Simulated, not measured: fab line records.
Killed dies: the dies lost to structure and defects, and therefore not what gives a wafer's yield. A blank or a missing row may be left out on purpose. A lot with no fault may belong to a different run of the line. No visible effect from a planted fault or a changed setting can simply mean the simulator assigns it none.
Which tool did it? ; flow gf180mcu ; 45 wafers from 15 lots sampled at 2 of the route's 602 steps

WHAT THE GAUGES READ, wafer by wafer
GF_V4_THK_MEAS_03.
lot;measured;on;V4_CVD_02_THK (nm)
L905;day 23 14:40;film-metro-03;833 854 852
L906;day 24 02:04;film-metro-04;846 853 860
L909;day 25 10:36;film-metro-03;842 834 840
L913;day 26 12:05;film-metro-03;848 853 859
L914;day 26 23:04;film-metro-04;846 858 854
L915;day 27 07:50;film-metro-03;851 871 855
L917;day 27 23:31;film-metro-03;838 853 847
L920;day 28 18:03;film-metro-03;848 849 843
L921;day 28 23:59;film-metro-04;837 857 852
L922;day 29 15:36;film-metro-03;841 850 860
L923;day 29 17:09;film-metro-04;846 839 848
L924;day 29 19:42;film-metro-04;845 848 867
L925;day 30 02:33;film-metro-01;837 833 849
L926;day 30 11:20;film-metro-04;840 848 853
L927;day 30 16:38;film-metro-04;844 826 834

EACH LOT AND THE TOOL THAT RAN IT (in order: tool; ch and the chambers of the sampled wafers; start)
lot;GF_M4_SPUTTER_03
L905;pvd-sputter-01, day 22 14:11
L906;pvd-sputter-04, day 23 01:53
L909;pvd-sputter-04, day 24 12:32
L913;pvd-sputter-03, day 25 13:47
L914;pvd-sputter-01, day 26 01:32
L915;pvd-sputter-03, day 26 10:53
L917;pvd-sputter-04, day 27 02:38
L920;pvd-sputter-04, day 27 21:12
L921;pvd-sputter-01, day 28 04:08
L922;pvd-sputter-01, day 28 19:50
L923;pvd-sputter-01, day 28 21:05
L924;pvd-sputter-01, day 28 23:31
L925;pvd-sputter-04, day 29 07:01
L926;pvd-sputter-03, day 29 15:29
L927;pvd-sputter-03, day 29 21:51
- GF_M4_SPUTTER_03: material Ti, target thk 10 nm, time 6.7 s.

WHAT THE TOOLS THEMSELVES READ (means of the sampled wafers that have a number; where no wafer has one, the mark that the record gives instead)
GF_M4_SPUTTER_03.
lot;tool;throttle-valve-pct (%)
L905;pvd-sputter-01;30.0
L906;pvd-sputter-04;30.9
L909;pvd-sputter-04;31.8
L913;pvd-sputter-03;29.7
L914;pvd-sputter-01;30.0
L915;pvd-sputter-03;29.4
L917;pvd-sputter-04;30.9
L920;pvd-sputter-04;30.7
L921;pvd-sputter-01;29.7
L922;pvd-sputter-01;30.3
L923;pvd-sputter-01;29.8
L924;pvd-sputter-01;29.9
L925;pvd-sputter-04;30.6
L926;pvd-sputter-03;30.0
L927;pvd-sputter-03;28.7

THE ANSWER, worked out from the rows above alone
Rule: the lots themselves supply what counts as usual. The widest of any qualifying gaps counts: lots, ordered by their means at a reading, are off when they make up no more than a third of the lots, leave a main group of 4 or more, and stand apart from it by 3 or more times the standard deviation of that group's means. If all means in a main group match to the digits the tables above print for the reading, that group is not used. A lot without any number at a reading at which 4 lots or more have one is off too. The other lots that the step has rows for count as sound. Order of review: gauges by route order, followed by the tools' own readings, for which a lot's mean as printed above is used. At the first step where some lot is off, the reading lying furthest off is the one used; lots without a number count as furthest.
None of the lots is off at any reading shown; this tells nothing.

WHAT THE SIMULATOR HAD INSERTED
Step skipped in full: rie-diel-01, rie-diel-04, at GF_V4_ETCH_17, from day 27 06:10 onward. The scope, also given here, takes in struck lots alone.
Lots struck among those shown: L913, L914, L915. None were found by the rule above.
